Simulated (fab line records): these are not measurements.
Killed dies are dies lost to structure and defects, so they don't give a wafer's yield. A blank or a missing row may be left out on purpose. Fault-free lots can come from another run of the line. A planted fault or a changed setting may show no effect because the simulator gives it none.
fab line records	flow sky130
[record] lots = 11	wafers = 33	last-day = 50
route steps=708 shown NWELL@33 LI_CONTACT@382 CONTACT@430 METAL1@450
lots that met no fault: from a run of the same line without faults
start-h: hours from the record's opening day to when the first of the lot's shown wafers began	wait-h: how many hours have passed since the lot's step before this one	" the same as in the row above	L1.1+2: several wafers, shown together as one row	- value missing, or start not given	* or withheld: withheld	< > ~ a bound
route shown NAME@n: a module of which the file shows steps, and the number in the route of the first	usual: average and standard deviation across the fault-free wafers	same: alike in all rows	chamber/n: place in a boat	sites: each site's reading	_std_site: their standard deviation	_edge_site: inner sites' mean taken away from outer sites' mean	radius-mm: how far each site lies from the wafer's centre	mask NAME#n: copy n	behind: the last tool/chamber to shape the wafer	hold: what put the lot on hold/how long, in hours/how the hold closed	device: which transistor (n, p or np) failed to switch	end of line: the route-end tests of the same wafers	for a step that has no rows: nothing shown but its recipe	killed: not the wafer's yield, but the dies lost to structure and defects at the first sort	map: per-die view of a wafer (x killed, . not killed, _ where there is no die)
set.NAME: the setting as run; set.NAME@STEP: as run at that earlier step	model.NAME: the simulator's own value behind a step, which no gauge read
steps of the route over a sample of lots; a table a step, a row a wafer
services: the hour from which a tool's chamber was out of use, counted from the record's first day as start-h (under 0 if before that day), plus the number of hours and why
[[steps]]
[step SKY_NWELL_OXIDATION_01]
[recipe] temp-c = 900	ambient = O2	stabilise-s = 600	purge-s = 300	target-thk-a = 100	ox-time-s = 1418
[usual] spike-tc-bottom-C = 920.0/2.8	spike-tc-centre-C = 900.9/0.94	spike-tc-lower-C = 900.7/1.6	spike-tc-upper-C = 900.5/1.3	tube-center-temp-C = 900/0.08	tube_center_temp_C_max = 902.3/0.37	zone-power-top-pct = 34.2/0.36	zone-power-upper-pct = 18.8/1.3
[same] ox-time-s = 1418
lot.wafer	tool	chamber	start-h	wait-h	spike-tc-bottom-C	spike-tc-centre-C	spike-tc-lower-C	spike-tc-upper-C	tube-center-temp-C	tube_center_temp_C_max	zone-power-top-pct	zone-power-upper-pct
L367.2	furnace-02	0	33.60	0.9	921.3	900.1	903.3	901.6	900.09	902.1	33.8	20.1
L367.4	"	0	"	"	922.4	899.5	903.1	902.1	899.81	902.2	34.5	20.1
L367.5	"	0	"	"	921.0	900.6	903.0	902.4	900	902.4	33.9	20.3
L368.1	furnace-02	0	38.04	0.1	924.0	900.9	902.3	901.4	899.89	901.6	34.6	20.0
L368.2	"	0	"	"	919.3	901.6	901.3	900.5	900.02	902.2	34.5	20.0
L368.3	"	0	"	"	921.8	901.8	903.1	901.9	900.08	903.2	35.0	19.5
L369.1	furnace-02	0	43.09	0.0	922.2	901.2	900.5	900.4	899.93	902.5	34.4	20.3
L369.2	"	0	"	"	922.9	901.6	902.2	901.3	900.06	902.1	34.9	20.1
L369.6	"	0	"	"	921.2	898.9	902.0	901.2	899.96	902.1	34.5	19.8
L372.1	furnace-01	0	59.86	0.0	916.4	902.0	898.2	899.5	900.06	902.3	34.0	17.5
L372.3	"	0	"	"	917.9	901.9	898.4	900.2	899.8	902.6	33.4	17.3
L372.6	"	0	"	"	916.0	901.0	898.9	898.3	900.14	902.3	33.7	17.2
L373.1	furnace-01	0	66.07	0.7	896.4	881.3	879.4	880.3	879.69	881.6	32.7	16.7
L373.4	"	0	"	"	898.7	881.5	877.2	879.2	879.86	882.2	32.7	16.5
L373.5	"	0	"	"	899.1	878.9	879.0	878.9	879.72	881.6	32.9	16.7
L378.3	furnace-02	0	100.32	2.9	921.7	899.6	901.1	902.5	899.96	901.8	34.3	20.1
L378.4	"	0	"	"	921.6	901.8	901.2	902.1	900.11	902.3	34.6	20.2
L378.6	"	0	"	"	921.9	900.3	902.7	899.7	900.07	903.0	33.9	19.9
L379.1	furnace-01	0	105.20	1.1	896.7	881.6	878.6	880.5	879.82	881.6	33.4	16.5
L379.2	"	0	"	"	897.2	880.0	878.7	879.1	879.98	881.7	32.6	16.6
L379.5	"	0	"	"	897.1	881.7	877.2	881.4	879.84	882.8	32.7	16.6
L384.2	furnace-02	0	125.44	0.0	920.6	900.2	901.4	902.4	900.14	902.5	34.1	20.2
L384.3	"	0	"	"	922.0	900.8	902.8	900.6	900.13	902.6	34.2	20.2
L384.6	"	0	"	"	921.2	901.9	900.9	900.9	899.97	902.1	33.7	19.6
L386.1	furnace-02	0	136.63	0.7	922.7	903.0	901.0	900.8	900.12	903.5	34.4	20.2
L386.4	"	0	"	"	921.2	901.4	901.9	899.7	900.07	902.2	34.4	19.8
L386.5	"	0	"	"	923.2	900.1	901.8	901.1	899.89	902.0	34.5	20.0
L389.1	furnace-02	0	153.16	0.7	922.4	901.3	901.0	898.3	899.94	903.3	35.2	20.1
L389.2	"	0	"	"	922.4	900.6	902.3	899.8	900.05	902.5	34.3	20.2
L389.3	"	0	"	"	922.8	900.7	903.0	902.1	900.05	901.8	34.6	20.0
L390.2	furnace-02	0	153.16	0.1	921.7	900.4	902.3	899.6	900.06	901.7	34.4	20.0
L390.4	"	0	"	"	921.9	901.7	902.4	900.1	899.91	902.7	34.1	19.8
L390.5	"	0	"	"	921.6	901.1	901.8	903.0	899.95	902.6	34.5	20.2
[step SKY_NWELL_THK_MEAS_02]
[recipe] reads = SiO2_of_NWELL_OXIDATION_01
[usual] NWELL_OXIDATION_THK = 10.02/0.16
lot.wafer	tool	chamber	start-h	wait-h	hold	NWELL_OXIDATION_THK[nm]
L367.2	film-metro-02	-	35.01	0.0	-	10.31
L367.4	"	-	"	"	-	10.24
L367.5	"	-	"	"	-	10.19
L368.1	film-metro-04	-	39.44	0.0	-	10.01
L368.2	"	-	"	"	-	9.97
L368.3	"	-	"	"	-	9.89
L369.1	film-metro-02	-	44.49	0.0	-	9.94
L369.2	"	-	"	"	-	9.81
L369.6	"	-	"	"	-	9.75
L372.1	film-metro-04	-	61.25	0.0	-	9.64
L372.3	"	-	"	"	-	9.80
L372.6	"	-	"	"	-	9.67
L373.1	film-metro-04	-	67.46	0.0	await-dispo/0.2h/release	7.98
L373.4	"	-	"	"	await-dispo/0.2h/release	8.02
L373.5	"	-	"	"	await-dispo/0.2h/release	7.95
L373.1	film-metro-04	-	67.69	0.2	-	8.04
L373.4	"	-	"	"	-	7.99
L373.5	"	-	"	"	-	7.92
L378.3	film-metro-04	-	101.74	0.0	-	9.78
L378.4	"	-	"	"	-	9.86
L378.6	"	-	"	"	-	9.77
L379.1	film-metro-02	-	106.63	0.0	await-dispo/0.2h/release	7.99
L379.2	"	-	"	"	await-dispo/0.2h/release	8.06
L379.5	"	-	"	"	await-dispo/0.2h/release	8.09
L379.1	film-metro-02	-	106.86	0.2	-	7.98
L379.2	"	-	"	"	-	8.04
L379.5	"	-	"	"	-	8.12
L384.2	film-metro-04	-	126.85	0.0	-	10.08
L384.3	"	-	"	"	-	10.13
L384.6	"	-	"	"	-	10.04
L386.1	film-metro-02	-	138.03	0.0	-	9.99
L386.4	"	-	"	"	-	10.04
L386.5	"	-	"	"	-	10.15
L389.1	film-metro-04	-	154.56	0.0	-	9.92
L389.2	"	-	"	"	-	10.10
L389.3	"	-	"	"	-	10.00
L390.2	film-metro-02	-	154.57	0.0	-	9.98
L390.4	"	-	"	"	-	10.03
L390.5	"	-	"	"	-	10.17
[step SKY_LI_CONTACT_SPUTTER_20]
[recipe] material = TiN	target-thk-nm = 20	chamber-pressure-pa = 5	power-w = 4000	time-s = 80
[usual] throttle-valve-pct = 30.5/1
lot.wafer	tool	chamber	start-h	wait-h	throttle-valve-pct
L367.2	pvd-sputter-01	-	677.43	0.0	30.1
L367.4	"	-	"	"	31.6
L367.5	"	-	"	"	31.5
L368.1	pvd-sputter-01	-	684.49	0.0	31.9
L368.2	"	-	"	"	30.2
L368.3	"	-	"	"	31.5
L369.1	pvd-sputter-02	-	693.01	0.0	30.9
L369.2	"	-	"	"	29.7
L369.6	"	-	"	"	31.1
L372.1	pvd-sputter-01	-	718.99	0.0	31.6
L372.3	"	-	"	"	29.0
L372.6	"	-	"	"	31.9
L373.1	pvd-sputter-04	-	735.69	0.0	31.0
L373.4	"	-	"	"	29.4
L373.5	"	-	"	"	31.1
L378.3	pvd-sputter-02	-	781.19	0.0	29.5
L378.4	"	-	"	"	30.2
L378.6	"	-	"	"	31.4
L379.1	pvd-sputter-02	-	787.53	0.0	30.0
L379.2	"	-	"	"	29.1
L379.5	"	-	"	"	30.2
L384.2	pvd-sputter-02	-	818.73	0.0	29.2
L384.3	"	-	"	"	30.0
L384.6	"	-	"	"	30.5
L386.1	pvd-sputter-04	-	829.08	0.0	32.6
L386.4	"	-	"	"	32.0
L386.5	"	-	"	"	32.0
L389.1	pvd-sputter-02	-	854.33	0.0	29.3
L389.2	"	-	"	"	29.7
L389.3	"	-	"	"	31.1
L390.2	pvd-sputter-02	-	856.63	0.0	29.9
L390.4	"	-	"	"	29.2
L390.5	"	-	"	"	31.0
[step SKY_CONTACT_CVD_24]
[recipe] material = W	target-thk-nm = 340	time-s = 102.12	temp-c = 400	pressure-torr = 40
[usual] heater-power-w = 823/140
lot.wafer	tool	chamber	start-h	wait-h	heater-power-w
L367.2	cvd-w-01	0	738.36	0.0	889
L367.4	"	0	"	"	866
L367.5	"	1	"	"	730
L368.1	cvd-w-01	1	742.41	0.0	739
L368.2	"	0	"	"	860
L368.3	"	0	"	"	898
L369.1	cvd-w-01	0	751.38	0.0	884
L369.2	"	1	"	"	775
L369.6	"	0	"	"	878
L372.1	cvd-w-02	0	776.53	0.0	658
L372.3	"	0	"	"	668
L372.6	"	1	"	"	1005
L373.1	cvd-w-02	0	792.82	0.0	676
L373.4	"	1	"	"	1005
L373.5	"	1	"	"	1017
L378.3	cvd-w-02	0	837.90	0.1	661
L378.4	"	1	"	"	1056
L378.6	"	1	"	"	1047
L379.1	cvd-w-02	0	843.28	0.0	669
L379.2	"	1	"	"	1025
L379.5	"	1	"	"	1002
L384.2	cvd-w-01	1	874.59	0.0	762
L384.3	"	1	"	"	760
L384.6	"	1	"	"	765
L386.1	cvd-w-01	1	883.93	0.0	765
L386.4	"	1	"	"	736
L386.5	"	1	"	"	759
L389.1	cvd-w-02	1	909.81	0.0	1039
L389.2	"	0	"	"	675
L389.3	"	0	"	"	671
L390.2	cvd-w-02	0	910.88	0.0	661
L390.4	"	0	"	"	684
L390.5	"	0	"	"	653
[step SKY_METAL1_OVL_MEAS_16]
[usual] METAL1_OVL = 3/5.7
lot.wafer	tool	chamber	start-h	wait-h	METAL1_OVL[nm]
L367.2	overlay-02	-	765.93	0.1	-6
L367.4	"	-	"	"	-10
L367.5	"	-	"	"	2
L368.1	overlay-02	-	769.34	0.1	4
L368.2	"	-	"	"	-2
L368.3	"	-	"	"	3
L369.1	overlay-01	-	779.56	0.1	11
L369.2	"	-	"	"	7
L369.6	"	-	"	"	9
L372.1	overlay-01	-	804.11	0.1	9
L372.3	"	-	"	"	3
L372.6	"	-	"	"	15
L373.1	overlay-01	-	820.04	0.1	3
L373.4	"	-	"	"	5
L373.5	"	-	"	"	14
L378.3	overlay-01	-	864.81	0.1	8
L378.4	"	-	"	"	7
L378.6	"	-	"	"	0
L379.1	overlay-02	-	870.04	0.1	12
L379.2	"	-	"	"	8
L379.5	"	-	"	"	7
L384.2	overlay-01	-	900.55	0.1	8
L384.3	"	-	"	"	12
L384.6	"	-	"	"	6
L386.1	overlay-01	-	910.34	0.1	3
L386.4	"	-	"	"	5
L386.5	"	-	"	"	1
L389.1	overlay-02	-	935.96	0.1	7
L389.2	"	-	"	"	6
L389.3	"	-	"	"	5
L390.2	overlay-01	-	936.96	0.1	-4
L390.4	"	-	"	"	-8
L390.5	"	-	"	"	4
[[services]]
tool	chamber	start-h	hours	kind
cvd-w-02	-	20.43	6.9	pm
furnace-02	-	82.15	4.1	pm
pvd-sputter-02	-	98.52	3.4	repair
pvd-sputter-02	-	120.26	0.6	repair
furnace-02	-	159.15	4.2	pm
pvd-sputter-02	-	270.82	5.5	repair
furnace-02	-	327.36	3.0	pm
pvd-sputter-02	-	364.51	2.7	repair
furnace-02	-	368.94	5.1	pm
cvd-w-02	-	390.00	14.0	pm
cvd-w-02	-	404.00	2.8	pm
pvd-sputter-02	-	428.52	7.0	repair
cvd-w-02	1	483.58	16.5	repair
furnace-02	-	495.87	3.3	pm
furnace-02	-	556.98	37.1	pm
cvd-w-02	-	627.50	0.5	repair
furnace-02	-	646.64	4.8	pm
furnace-02	-	663.37	3.3	pm
furnace-02	-	704.47	2.9	repair
pvd-sputter-02	-	736.49	1.7	repair
pvd-sputter-02	-	764.27	1.9	repair
furnace-02	-	831.42	4.0	pm
cvd-w-02	0	831.77	3.4	repair
furnace-02	-	835.42	4.0	pm
[[key]]
[first-sign] step = SKY_NWELL_OXIDATION_01	reading = tube-center-temp-C	direction = down	sigmas = 99+	usual = *	struck = *
[effect] step = SKY_NWELL_OXIDATION_01	reading = tube_center_temp_C_max	direction = down	sigmas = 56	usual = *	struck = *
[effect] step = SKY_NWELL_THK_MEAS_02	reading = visit	direction = added
[effect] step = SKY_NWELL_THK_MEAS_02	reading = NWELL_OXIDATION_THK	direction = down	sigmas = 13	usual = 10.02	struck = 8.01
met-at SKY_NWELL_OXIDATION_01
struck-lots L373,L379
tester-left-out L373,L379
not-acting-at SKY_LI_CONTACT_SPUTTER_20,SKY_CONTACT_CVD_24,SKY_METAL1_OVL_MEAS_16
onset-between 59.86 66.07
[fault] kind = process-parameter-drift	tool = furnace-01	chamber = -	onset-h = 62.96	steps = SKY_NWELL_OXIDATION_01	channel = temp-c	offset = *	shape = step	end-h = 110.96	acts-in = *	stated = *
// tester-left-out: of these lots the tester's yield and bins aren't shown, on N5 and GAA mostly nor the transistor test; their killed dies are dies lost to structure and defects alone, not to doping, threshold or leakage, so they don't give the yield
